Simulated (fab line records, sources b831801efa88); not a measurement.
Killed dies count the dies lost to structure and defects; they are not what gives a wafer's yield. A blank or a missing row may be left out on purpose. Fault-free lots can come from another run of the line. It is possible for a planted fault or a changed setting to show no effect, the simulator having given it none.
Which of the tools did it? -- flow sky130 -- 13 lots, 39 wafers sampled, at 4 steps of a route of 708

WHAT THE GAUGES SHOWED, per wafer
The record lacks any reading of a measuring or inspecting step that a usual standard deviation could be used to judge.

WHICH TOOL RAN EACH LOT (tool, then ch and the chambers of the sampled wafers, then the start)
lot,SKY_SONOS_ONO_OXIDATION_00,SKY_METAL1_SPUTTER_04,SKY_VIA1_SPUTTER_20,SKY_VIA2_STRIP_16
L555,"furnace-02 ch 0, day 12 05:47","pvd_sputter-02, day 32 12:35","pvd_sputter-03, day 34 19:12","plasma_asher-03 ch 0,1, day 37 02:31"
L554,"furnace-02 ch 0, day 12 08:39","pvd_sputter-02, day 33 06:26","pvd_sputter-02, day 35 14:23","plasma_asher-02 ch 0,1, day 37 20:24"
L557,"furnace-02 ch 0, day 12 08:39","pvd_sputter-01, day 33 06:09","pvd_sputter-03, day 35 13:23","plasma_asher-04 ch 0, day 37 19:32"
L556,"furnace-02 ch 0, day 12 11:10","pvd_sputter-04, day 33 07:23","pvd_sputter-03, day 35 14:32","plasma_asher-02 ch 0,1, day 37 20:43"
L560,"furnace-02 ch 0, day 13 11:07","pvd_sputter-02, day 33 16:29","pvd_sputter-02, day 35 23:29","plasma_asher-03 ch 1, day 38 06:13"
L561,"furnace-01 ch 0, day 13 19:34","pvd_sputter-02, day 34 01:14","pvd_sputter-02, day 36 08:24","plasma_asher-02 ch 0,1, day 38 13:39"
L563,"furnace-02 ch 0, day 14 22:25","pvd_sputter-04, day 35 02:24","pvd_sputter-01, day 37 07:54","plasma_asher-03 ch 0,1, day 39 13:01"
L564,"furnace-02 ch 0, day 14 23:46","pvd_sputter-02, day 35 00:09","pvd_sputter-02, day 37 06:58","plasma_asher-02 ch 0,1, day 39 12:07"
L565,"furnace-01 ch 0, day 15 02:05","pvd_sputter-01, day 35 04:39","pvd_sputter-02, day 37 10:42","plasma_asher-02 ch 0,1, day 39 15:34"
L567,"furnace-02 ch 0, day 16 03:37","pvd_sputter-04, day 37 04:35","pvd_sputter-02, day 39 10:13","plasma_asher-02 ch 0,1, day 41 12:58"
L570,"furnace-02 ch 0, day 17 07:38","pvd_sputter-01, day 37 09:01","pvd_sputter-01, day 39 15:08","plasma_asher-03 ch 0,1, day 41 18:19"
L569,"furnace-02 ch 0, day 17 08:59","pvd_sputter-01, day 37 11:08","pvd_sputter-02, day 39 16:26","plasma_asher-02 ch 0, day 41 19:55"
L577,"furnace-01 ch 0, day 19 12:37","pvd_sputter-01, day 39 06:14","pvd_sputter-02, day 41 09:35","plasma_asher-03 ch 0,1, day 43 11:11"
- SKY_SONOS_ONO_OXIDATION_00: stabilise 600 s, purge 300 s, target thk 2.6 nm.
- SKY_METAL1_SPUTTER_04: material TiN, target thk 70 nm, time 58.3 s.
- SKY_VIA1_SPUTTER_20: material TiN, target thk 20 nm, time 80 s.
- SKY_VIA2_STRIP_16: strips in O2/N2.

AS READ BY THE TOOLS THEMSELVES (means over the sampled wafers that have a number; for cases with no such wafer, the mark the record gives instead)
SKY_SONOS_ONO_OXIDATION_00. Usual: spike_tc_upper_C 800.2 C, standard deviation 1.1; zone_power_centre_pct 17.0 %, standard deviation 1.6; zone_power_top_pct 27.8 %, standard deviation 0.52; zone_power_upper_pct 14.6 %, standard deviation 1.4.
lot,tool,spike_tc_upper_C (C),zone_power_centre_pct (%),zone_power_top_pct (%),zone_power_upper_pct (%),flag
L555,furnace-02,800.0,15.8,27.5,13.5,
L554,furnace-02,800.7,15.9,27.4,13.7,
L557,furnace-02,800.4,15.9,27.5,13.7,
L556,furnace-02,799.8,15.8,27.2,13.5,
L560,furnace-02,800.0,15.9,27.6,13.6,
L561,furnace-01,800.4,19.3,28.2,16.6,
L563,furnace-02,800.2,15.7,27.9,13.7,
L564,furnace-02,800.2,15.9,27.5,13.6,
L565,furnace-01,801.8,19.3,28.5,16.5,
L567,furnace-02,835.1,10.5,21.2,24.1,OFF
L570,furnace-02,833.6,10.5,21.0,23.9,OFF
L569,furnace-02,834.5,10.5,21.1,24.0,OFF
L577,furnace-01,801.0,19.3,28.6,16.4,

SKY_METAL1_SPUTTER_04. Usual: throttle_valve_pct reads 30.2 % (standard deviation 0.92).
lot,tool,throttle_valve_pct (%),flag
L555,pvd_sputter-02,31.2,
L554,pvd_sputter-02,30.0,
L557,pvd_sputter-01,29.2,
L556,pvd_sputter-04,30.6,
L560,pvd_sputter-02,28.7,
L561,pvd_sputter-02,30.4,
L563,pvd_sputter-04,30.4,
L564,pvd_sputter-02,30.7,
L565,pvd_sputter-01,30.6,
L567,pvd_sputter-04,30.6,
L570,pvd_sputter-01,30.0,
L569,pvd_sputter-01,30.0,
L577,pvd_sputter-01,29.4,

SKY_VIA1_SPUTTER_20. Usual: throttle_valve_pct reads 30.0 % (standard deviation 1.1).
lot,tool,throttle_valve_pct (%),flag
L555,pvd_sputter-03,29.9,
L554,pvd_sputter-02,30.1,
L557,pvd_sputter-03,30.1,
L556,pvd_sputter-03,29.7,
L560,pvd_sputter-02,29.2,
L561,pvd_sputter-02,30.2,
L563,pvd_sputter-01,29.2,
L564,pvd_sputter-02,30.9,
L565,pvd_sputter-02,31.2,
L567,pvd_sputter-02,29.8,
L570,pvd_sputter-01,29.2,
L569,pvd_sputter-02,30.4,
L577,pvd_sputter-02,29.3,

SKY_VIA2_STRIP_16. Usual: drypump_motor_current_A 5.5 A, standard deviation 0.42; o2_flow_sccm 3000 sccm, standard deviation 13; oes_product_au 0.399 a.u., standard deviation 0.0044; strip_time_to_endpoint_s 4.08 s, standard deviation 0.033.
lot,tool,drypump_motor_current_A (A),o2_flow_sccm (sccm),oes_product_au (a.u.),strip_time_to_endpoint_s (s),flag
L555,plasma_asher-03,5.7,3004,0.400,4.10,
L554,plasma_asher-02,5.8,2995,0.397,4.07,
L557,plasma_asher-04,5.7,2985,0.402,4.10,
L556,plasma_asher-02,5.8,3012,0.399,4.06,
L560,plasma_asher-03,5.0,2999,0.404,4.06,
L561,plasma_asher-02,5.6,3003,0.400,4.06,
L563,plasma_asher-03,5.6,2986,0.396,4.04,
L564,plasma_asher-02,5.6,2989,0.400,4.08,
L565,plasma_asher-02,5.6,2996,0.398,4.08,
L567,plasma_asher-02,5.6,2995,0.397,4.09,
L570,plasma_asher-03,5.3,3001,0.395,4.06,
L569,plasma_asher-02,6.0,2995,0.401,4.09,
L577,plasma_asher-03,5.7,2996,0.396,4.11,

THE ANSWER, worked out from the rows above alone
Rule: a lot is off if the mean of its wafers that have a number lies more than 3 standard deviations from the usual mean. Also off: a lot with no number at a reading for which 4 or more lots have one. All remaining lots with rows at the step are treated as sound. The gauges are gone through in route order, then the tools' own readings, and for those a lot's mean is taken as printed above. The first step at which some lot is off is used, and at that step the reading that is off furthest; a lot without a number counts as furthest.
Off at SKY_SONOS_ONO_OXIDATION_00 (spike_tc_upper_C): L567, L570, L569.
If a tool, at that step or one of the process steps before it, ran each lot that is off and ran no sound lot following the first of them, it fits. One fits: furnace-02 at SKY_SONOS_ONO_OXIDATION_00. Its last sound lot is L564 (day 14 23:46), its first lot that is off L567 (day 16 03:37): a fault that began between those two fits.
The tool's own readings at SKY_SONOS_ONO_OXIDATION_00 bear it out: on the lots that are off they differ by more than 5 times the standard deviation of the sound lots' means. spike_tc_upper_C reads 834.4 C there against 800.5 C on the sound lots; zone_power_top_pct reads 21.1 % there against 27.8 % on the sound lots; zone_power_upper_pct reads 24.0 % there against 14.5 % on the sound lots.

WHAT THE SIMULATOR HAD PUT IN
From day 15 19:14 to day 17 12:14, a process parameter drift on furnace-02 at SKY_SONOS_ONO_OXIDATION_00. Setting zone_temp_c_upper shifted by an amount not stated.
Lots struck among those shown: L567, L570, L569. The rule above reached the same finding.
